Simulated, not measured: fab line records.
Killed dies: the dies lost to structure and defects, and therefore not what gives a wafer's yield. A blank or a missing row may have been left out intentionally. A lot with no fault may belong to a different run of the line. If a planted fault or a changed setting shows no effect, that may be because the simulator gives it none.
Matching of chambers -- flow sky130 -- 4 sister chambers for SKY_VIA2_CMP_02 on cmp-02
The step polishes SiO2. 4 wafers are shown with their chamber, then 7 later ones without.

WAFERS WITH THEIR CHAMBER
wafer,chamber,motor-current-A (A)
L788.6,1,12.2
L792.5,0,11.0
L794.1,2,13.3
L794.2,3,15.3

WAFERS WITHOUT THEIR CHAMBER
wafer,motor-current-A (A)
L794.5,14.7
L798.2,15.7
L798.3,11.0
L798.5,10.3
L799.1,13.6
L799.2,14.4
L799.3,10.7

EACH ONE'S CHAMBER
wafer,from the rows above,in truth
L794.5,can't be placed: 3 or 2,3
L798.2,3,3
L798.3,0,0
L798.5,0,0
L799.1,2,2
L799.2,can't be placed: 3 or 2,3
L799.3,0,0
Placed correctly: 5 of 7. From these rows, 2 cannot be placed; in 2 the true chamber is one of the candidates. Placed wrongly: 0.
How it was worked out, from the rows above alone: a wafer's distance from a chamber is the root of the sum, over the readings, of the square of ((its reading less the chamber's mean) divided by the reading's scatter). The wafer belongs to the nearest chamber; if the next one is less than 2 further off, it can't be placed. Each chamber's mean is taken over the wafers shown for it. The scatter: with one shown wafer a chamber, the root of the mean of the squares of how far each hidden wafer lies from its nearest shown one.
